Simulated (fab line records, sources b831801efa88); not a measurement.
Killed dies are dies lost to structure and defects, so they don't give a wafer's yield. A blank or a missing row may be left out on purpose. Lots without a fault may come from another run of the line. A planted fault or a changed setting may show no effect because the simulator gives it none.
fab line records | flow sky130
record lots=13 wafers=38 last_day=50
route steps=708 shown POLY_GATE@205 RES_PROTECT@215 LDD_N@244 LDD_P@259 PAD_OPEN@708
lots that met no fault: from a run of the same line without faults
start_h: hours from the record's first day to the start of the lot's first wafer shown | wait_h: hours since the lot's step before | " the same as in the row above | L1.1+2: a row that stands for several wafers | - no value, or no start given | * or withheld: withheld | < > ~ a bound
route shown NAME@n: a module of which the file shows steps, and the number in the route of the first | usual: mean/standard deviation of fault-free wafers | same: alike in all rows | chamber/n: place in a boat | sites: the reading at each site | _std_site: their standard deviation | _edge_site: outer sites' mean less inner sites' | radius_mm: how far each site lies from the wafer's centre | mask NAME#n: copy n | behind: the tool/chamber that last shaped the wafer | hold: why the lot was held/for how many hours/how that ended | device: the transistor (n, p or np) that didn't switch | end of line: the same wafers' tests at the end of the route | a step without rows: its recipe alone | killed: dies lost to structure and defects at the first sort, not the wafer's yield | map: a wafer's dies, x killed, . not, _ none there
set.NAME: the setting as run; set.NAME@STEP: as run at that earlier step | model.NAME: the simulator's own value behind a step, which no gauge read
steps of the route over a sample of lots; a table a step, a row a wafer
services: from which hour (start_h, from the record's first day; less than 0 if before it) a tool's chamber was out of use, for how many hours, and why
## steps
# step SKY_POLY_GATE_THK_MEAS_01
# recipe reads=poly-Si_of_POLY_GATE_CVD_00
# usual POLY_GATE_CVD_00_THK=179.1/1.5
# columns lot.wafer tool chamber start_h wait_h POLY_GATE_CVD_00_THK[nm]
L547.1 film_metro-04 - 307.23 0.0 179.9
L547.5 " - " " 180.1
L547.6 " - " " 180.6
L548.2 film_metro-04 - 311.78 0.0 179.8
L548.4 " - " " 180.6
L548.6 " - " " 179.4
L550.2 film_metro-02 - 336.38 0.0 179.9
L550.5 " - " " 178.7
L550.6 " - " " 180.5
L551.1 film_metro-03 - 343.49 0.0 178.8
L551.2 " - " " 179.1
L551.6 " - " " 180.3
L552.1 film_metro-02 - 349.30 0.0 176.4
L552.5 " - " " 178.0
L552.6 " - " " 177.4
L558.5 film_metro-04 - 401.61 0.0 181.1
L558.6 " - " " 180.1
L559.1 film_metro-02 - 409.69 0.0 178.3
L559.4 " - " " 180.0
L559.5 " - " " 178.5
L565.2 film_metro-04 - 471.99 0.0 178.3
L565.4 " - " " 178.0
L565.5 " - " " 177.8
L566.2 film_metro-04 - 477.45 0.0 177.9
L566.3 " - " " 179.4
L566.6 " - " " 179.8
L567.2 film_metro-03 - 484.19 0.0 180.0
L567.3 " - " " 180.2
L567.5 " - " " 181.8
L568.1 film_metro-03 - 494.80 0.0 178.2
L568.3 " - " " 177.2
L568.5 " - " " 179.6
L569.2 film_metro-04 - 507.09 0.0 177.5
L569.3 " - " " 177.5
L569.5 " - " " 177.9
L570.2 film_metro-02 - 512.05 0.0 183.0
L570.4 " - " " 183.1
L570.5 " - " " 183.4
# step SKY_RES_PROTECT_TW_MEAS_08
# usual POLY_GATE_TW=4014/45
# columns lot.wafer tool chamber start_h wait_h POLY_GATE_TW
L547.1 film_metro-02 - 333.75 0.1 3967
L547.5 " - " " 3963
L547.6 " - " " 3978
L548.2 film_metro-04 - 338.81 0.1 4105
L548.4 " - " " 4087
L548.6 " - " " 4069
L550.2 film_metro-04 - 363.62 0.1 4062
L550.5 " - " " 4039
L550.6 " - " " 4083
L551.1 film_metro-01 - 371.45 0.1 3952
L551.2 " - " " 3998
L551.6 " - " " 3987
L552.1 film_metro-04 - 377.30 0.1 4030
L552.5 " - " " 4051
L552.6 " - " " 4045
L558.5 film_metro-04 - 431.89 0.0 4078
L558.6 " - " " 4083
L559.1 film_metro-02 - 439.79 0.1 3977
L559.4 " - " " 3966
L559.5 " - " " 3972
L565.2 film_metro-02 - 504.02 0.1 3955
L565.4 " - " " 3956
L565.5 " - " " 3944
L566.2 film_metro-01 - 508.76 0.1 3996
L566.3 " - " " 3970
L566.6 " - " " 3992
L567.2 film_metro-01 - 515.16 0.1 3981
L567.3 " - " " 3984
L567.5 " - " " 3983
L568.1 film_metro-04 - 525.96 0.1 4051
L568.3 " - " " 4038
L568.5 " - " " 4060
L569.2 film_metro-04 - 538.35 0.1 4050
L569.3 " - " " 4065
L569.5 " - " " 4042
L570.2 film_metro-02 - 542.92 0.1 3996
L570.4 " - " " 4011
L570.5 " - " " 3957
# step SKY_LDD_N_OVL_MEAS_07
# usual LDD_N_OVL=0.6/1.4
# columns lot.wafer tool chamber start_h wait_h LDD_N_OVL[nm]
L547.1 overlay-02 - 394.30 0.1 2.7
L547.5 " - " " 0.7
L547.6 " - " " 3.0
L548.2 overlay-02 - 400.05 0.1 1.4
L548.4 " - " " 1.3
L548.6 " - " " 2.6
L550.2 overlay-01 - 428.70 0.1 -1.3
L550.5 " - " " -0.2
L550.6 " - " " -0.3
L551.1 overlay-01 - 434.45 0.1 1.7
L551.2 " - " " 1.1
L551.6 " - " " 1.2
L552.1 overlay-01 - 439.84 0.1 1.2
L552.5 " - " " -0.8
L552.6 " - " " -1.6
L558.5 overlay-01 - 498.87 0.0 -1.0
L558.6 " - " " -0.9
L559.1 overlay-02 - 509.69 0.1 1.1
L559.4 " - " " 2.4
L559.5 " - " " 0.5
L565.2 overlay-01 - 569.35 0.1 -1.1
L565.4 " - " " 1.1
L565.5 " - " " 1.0
L566.2 overlay-01 - 573.20 0.1 1.0
L566.3 " - " " 0.9
L566.6 " - " " -0.1
L567.2 overlay-02 - 580.25 0.1 0.7
L567.3 " - " " 1.1
L567.5 " - " " 2.7
L568.1 overlay-02 - 589.15 0.1 0.4
L568.3 " - " " 1.6
L568.5 " - " " 0.5
L569.2 overlay-02 - 600.45 0.1 0.8
L569.3 " - " " 1.0
L569.5 " - " " 3.0
L570.2 overlay-02 - 605.35 0.1 3.8
L570.4 " - " " 1.5
L570.5 " - " " 1.6
# step SKY_LDD_P_EXPOSE_04
# recipe mask_id=PSDM na=0.6 source_shape=conventional sigma_outer=0.6 polarization=unpolarized target_cd_nm=380 dose_mj=138
# usual reticle_temp_C=23.00/0.11 stage_vel_mm_s=500.01/0.26
# same na=0.6
# columns lot.wafer tool chamber start_h wait_h mask reticle_temp_C stage_vel_mm_s
L547.1 iline_stepper-01 0 410.17 - PSDM#0 23.02 500.24
L547.5 " 0 " " PSDM#0 22.92 499.84
L547.6 " 0 " " PSDM#0 22.86 500.12
L548.2 iline_stepper-01 0 415.83 - PSDM#0 23.02 500.52
L548.4 " 0 " " PSDM#0 22.89 499.97
L548.6 " 0 " " PSDM#0 23.09 500.30
L550.2 iline_stepper-01 0 444.46 - PSDM#0 22.98 500.09
L550.5 " 0 " " PSDM#0 23.06 500.20
L550.6 " 0 " " PSDM#0 23.20 500.21
L551.1 iline_stepper-01 0 451.65 - PSDM#0 22.95 499.81
L551.2 " 0 " " PSDM#0 22.92 499.56
L551.6 " 0 " " PSDM#0 22.95 499.94
L552.1 iline_stepper-02 0 457.17 - PSDM#0 22.94 499.97
L552.5 " 0 " " PSDM#0 22.93 500.08
L552.6 " 0 " " PSDM#0 23.12 500.19
L558.5 iline_stepper-01 0 515.57 - PSDM#0 23.02 499.69
L558.6 " 0 " " PSDM#0 22.98 500.17
L559.1 iline_stepper-02 0 526.60 - PSDM#0 23.19 499.87
L559.4 " 0 " " PSDM#0 23.13 500.04
L559.5 " 0 " " PSDM#0 23.16 500.14
L565.2 iline_stepper-02 0 585.55 - PSDM#0 23.10 499.76
L565.4 " 0 " " PSDM#0 23.02 499.77
L565.5 " 0 " " PSDM#0 23.10 499.89
L566.2 iline_stepper-02 0 589.77 - PSDM#0 23.05 500.21
L566.3 " 0 " " PSDM#0 23.13 500.12
L566.6 " 0 " " PSDM#0 23.06 500.24
L567.2 iline_stepper-01 0 596.19 - PSDM#0 23.02 500.03
L567.3 " 0 " " PSDM#0 22.90 500.28
L567.5 " 0 " " PSDM#0 22.86 500.53
L568.1 iline_stepper-01 0 605.05 - PSDM#0 23.18 499.91
L568.3 " 0 " " PSDM#0 23.11 499.89
L568.5 " 0 " " PSDM#0 23.13 499.65
L569.2 iline_stepper-02 0 616.17 - PSDM#0 23.09 499.79
L569.3 " 0 " " PSDM#0 23.14 500.11
L569.5 " 0 " " PSDM#0 23.17 500.30
L570.2 iline_stepper-01 0 621.24 - PSDM#0 23.00 500.21
L570.4 " 0 " " PSDM#0 23.12 500.11
L570.5 " 0 " " PSDM#0 23.10 500.26
# step SKY_LDD_P_CD_MEAS_07
# recipe target_cd_nm=380
# usual cd_nm=380.5/2.7
# columns lot.wafer tool chamber start_h wait_h hold cd_nm
L547.1 cd_sem-01 - 425.80 0.1 - 379.6
L547.5 " - " " - 379.3
L547.6 " - " " - 380.4
L548.2 cd_sem-02 - 430.67 0.1 - 380.3
L548.4 " - " " - 382.6
L548.6 " - " " - 381.7
L550.2 cd_sem-02 - 460.64 0.2 - 379.8
L550.5 " - " " - 379.9
L550.6 " - " " - 379.9
L551.1 cd_sem-02 - 466.91 0.1 - 375.7
L551.2 " - " " - 378.9
L551.6 " - " " - 378.0
L552.1 cd_sem-02 - 472.20 0.1 - 376.0
L552.5 " - " " - 374.6
L552.6 " - " " - 375.6
L558.5 cd_sem-02 - 530.68 0.1 await_dispo/0.2h/release 367.8
L558.6 " - " " await_dispo/0.2h/release 372.9
L558.5 cd_sem-02 - 530.96 0.3 - 368.0
L558.6 " - " " - 372.7
L559.1 cd_sem-01 - 541.45 0.1 - 382.2
L559.4 " - " " - 382.0
L559.5 " - " " - 382.4
L565.2 cd_sem-02 - 599.52 0.1 - 379.2
L565.4 " - " " - 376.7
L565.5 " - " " - 378.8
L566.2 cd_sem-01 - 603.27 0.1 - 381.4
L566.3 " - " " - 378.1
L566.6 " - " " - 382.9
L567.2 cd_sem-02 - 609.92 0.1 - 379.2
L567.3 " - " " - 378.4
L567.5 " - " " - 380.2
L568.1 cd_sem-01 - 619.55 0.1 - 382.2
L568.3 " - " " - 384.3
L568.5 " - " " - 381.6
L569.2 cd_sem-02 - 629.97 0.1 - 384.6
L569.3 " - " " - 386.2
L569.5 " - " " - 384.2
L570.2 cd_sem-02 - 635.12 0.1 - 382.4
L570.4 " - " " - 380.8
L570.5 " - " " - 381.8
# step SKY_PAD_OPEN_PROBE_99
# usual killed_at_M0_to_M3=45/7.3 killed_at_M4_up=3.1/1.7 killed_at_contacts=25/5.1 killed_at_front_end=15/4.5 killed_at_other=0.3/0.56 killed_dies=88/9.4 killed_open=47/6.6 killed_short=40/6.9
# same gross_dies=492 killed_at_back_side=0
# columns lot.wafer tool chamber start_h wait_h killed_at_M0_to_M3 killed_at_M4_up killed_at_contacts killed_at_front_end killed_at_other killed_dies killed_open killed_short
L558.5 prober-02 - 1138.82 0.2 35 6 35 9 0 85 45 40
L565.2 prober-01 - 1179.97 0.1 39 3 32 17 0 91 48 43
L565.4 prober-01 - 1180.07 0.2 32 4 30 13 1 80 46 34
L565.5 prober-01 - 1180.12 0.2 54 8 26 21 0 109 53 56
L569.2 prober-01 - 1196.71 0.1 51 3 21 23 1 99 46 51
L569.3 prober-01 - 1196.76 0.2 37 2 21 23 1 84 45 38
L569.5 prober-01 - 1196.86 0.2 55 4 18 14 0 91 51 40
# killed by level:class
L558.5 CONTACT:geometric_particle:open=14 VIA1:geometric_particle:open=9 LI_CONTACT:geometric_particle:open=8 CONTACT:geometric_particle:short=6 VIA2:geometric_particle:short=5 LOCAL_INTERCONNECT:geometric_particle:short=5 VIA1:geometric_particle:short=5 METAL1:geometric_particle:short=4
L565.2 CONTACT:geometric_particle:open=12 VIA1:geometric_particle:open=9 CONTACT:geometric_particle:short=8 LI_CONTACT:geometric_particle:open=7 METAL1:geometric_particle:short=6 VIA1:geometric_particle:short=5 POLY_CUT:geometric_particle:short=4 VIA3:geometric_particle:open=4
L565.4 CONTACT:geometric_particle:open=10 LI_CONTACT:geometric_particle:open=9 VIA1:geometric_particle:open=8 VIA2:geometric_particle:open=6 POLY_GATE:geometric_particle:short=4 POLY_GATE:geometric_particle:open=4 LOCAL_INTERCONNECT:geometric_particle:short=4 VIA1:geometric_particle:short=4
L565.5 VIA1:geometric_particle:open=11 LI_CONTACT:geometric_particle:open=9 CONTACT:geometric_particle:short=8 METAL2:geometric_particle:short=7 CONTACT:geometric_particle:open=6 SPACER:geometric_particle:short=5 METAL4:geometric_particle:short=5 METAL1:geometric_particle:short=5
L569.2 VIA1:geometric_particle:open=11 VIA2:geometric_particle:open=8 METAL2:geometric_particle:short=8 METAL1:geometric_particle:short=7 CONTACT:geometric_particle:open=6 SPACER:geometric_particle:short=6 VIA1:geometric_particle:short=6 FIELD_ISO:geometric_particle:open=5
L569.3 POLY_GATE:geometric_particle:open=8 LI_CONTACT:geometric_particle:open=8 VIA1:geometric_particle:open=7 VIA2:geometric_particle:open=7 CONTACT:geometric_particle:open=6 POLY_GATE:geometric_particle:short=5 METAL2:geometric_particle:short=5 VIA3:geometric_particle:short=5
L569.5 VIA1:geometric_particle:open=10 VIA3:geometric_particle:open=10 METAL2:geometric_particle:short=7 CONTACT:geometric_particle:open=6 LI_CONTACT:geometric_particle:open=6 VIA2:geometric_particle:open=6 VIA2:geometric_particle:short=5 FIELD_ISO:geometric_particle:short=4
## services
# columns tool chamber start_h hours kind
iline_stepper-01 0 465.22 - calibration
iline_stepper-01 - 512.85 1.7 pm
iline_stepper-02 - 594.40 1.7 pm
iline_stepper-02 0 608.55 - calibration
## key
first_sign step=SKY_LDD_P_CD_MEAS_07 reading=visit direction=added
effect step=SKY_LDD_P_CD_MEAS_07 reading=cd_nm direction=down sigmas=4.8 usual=380.5 struck=367.8
met_at SKY_LDD_P_EXPOSE_04
struck_lots L558
struck_wafers L558.5
tester_left_out L558
not_acting_at SKY_POLY_GATE_THK_MEAS_01,SKY_RES_PROTECT_TW_MEAS_08,SKY_LDD_N_OVL_MEAS_07
onset_between 451.65 515.57
fault kind=process_parameter_drift tool=iline_stepper-01 chamber=- onset_h=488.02 steps=SKY_LDD_P_EXPOSE_04 channel=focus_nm offset=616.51 shape=step end_h=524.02 scope=struck_wafers_only
# tester_left_out: of these lots the tester's yield and bins aren't shown, on N5 and GAA mostly nor the transistor test; their killed dies are dies lost to structure and defects alone, not to doping, threshold or leakage, so they don't give the yield
